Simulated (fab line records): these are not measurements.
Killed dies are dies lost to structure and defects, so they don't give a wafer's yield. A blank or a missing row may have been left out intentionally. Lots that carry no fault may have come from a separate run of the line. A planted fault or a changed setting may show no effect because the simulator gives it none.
Split-lot trial    flow sky130    route with 708 steps; 5 lots, 23 wafers read

ABOUT THE SPLIT
At SKY_SONOS_ONO_CVD_02 (deposits Si3N4 from DCS/NH3, target thk 10.5 nm, time 180 s), the setting timeS was moved away from the recipe's 180 s on 15 of the 23 wafers read, by +4.3% to +14.4%. The other wafers ran this setting at the recipe's value.

Split to reading: the file shows no intervening step.

THE READING
Values of SONOS_ONO_CVD_02_THK in nm from SKY_SONOS_ONO_THK_MEAS_03. A value of 10.37 nm with a standard deviation of 0.15 nm is what fault-free wafers of this fab line usually give.

wafer   tool, chamber at the split  timeS as run, s  against the recipe  SONOS_ONO_CVD_02_THK, nm  against lot-mates on the recipe
L074.1  -, -                        187.8            +4.3%               11.04                     no lot-mate on the recipe
L074.2  -, -                        187.8            +4.3%               10.92                     no lot-mate on the recipe
L074.3  -, -                        187.8            +4.3%               10.84                     no lot-mate on the recipe
L074.4  -, -                        187.8            +4.3%               10.85                     no lot-mate on the recipe
L074.6  -, -                        187.8            +4.3%               10.68                     no lot-mate on the recipe
L078.1  -, -                        205.9            +14.4%              11.86                     no lot-mate on the recipe
L078.2  -, -                        205.9            +14.4%              11.92                     no lot-mate on the recipe
L078.4  -, -                        205.9            +14.4%              11.74                     no lot-mate on the recipe
L078.5  -, -                        205.9            +14.4%              11.83                     no lot-mate on the recipe
L078.6  -, -                        205.9            +14.4%              11.96                     no lot-mate on the recipe
L081.2  lpcvd-02, 0                 180              recipe              10.59                     -
L081.3  lpcvd-02, 0                 180              recipe              10.58                     -
L081.6  lpcvd-02, 0                 180              recipe              10.59                     -
L083.1  -, -                        180              recipe              10.27                     -
L083.2  -, -                        180              recipe              10.19                     -
L083.4  -, -                        180              recipe              10.14                     -
L083.5  -, -                        180              recipe              10.02                     -
L083.6  -, -                        180              recipe              10.17                     -
L085.1  -, -                        204.2            +13.4%              11.66                     no lot-mate on the recipe
L085.2  -, -                        204.2            +13.4%              11.51                     no lot-mate on the recipe
L085.3  -, -                        204.2            +13.4%              11.68                     no lot-mate on the recipe
L085.4  -, -                        204.2            +13.4%              11.44                     no lot-mate on the recipe
L085.6  -, -                        204.2            +13.4%              11.72                     no lot-mate on the recipe

FIT RESULTS
A straight line over all 23 wafers: SONOS_ONO_CVD_02_THK changes by +0.1 nm for each +1% of timeS; r = +0.97; the points scatter about the line by 0.18 nm.
Too few moved wafers have a lot-mate on the recipe to fit a line with each lot's own level taken away.

THE WHOLE CHAIN: every reading that the file lists as answering this split, in the file's order
step                       what it does                                                 reading                                                                           change (the file's fit)                r (the file's)
SKY_SONOS_ONO_CVD_02       deposits Si3N4 from DCS/NH3, target thk 10.5 nm, time 180 s  Si3N4_of_SONOS_ONO_CVD_02.thkNm (the simulator's own value, which no gauge read)  +0.101 nm for each +1% of the setting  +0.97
SKY_SONOS_ONO_THK_MEAS_03                                                               SONOS_ONO_CVD_02_THK                                                              +0.1 for each +1% of the setting       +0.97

THE FILE'S OWN FIT
SONOS_ONO_CVD_02_THK changes by +0.1 nm for each +1% of timeS, r = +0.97.
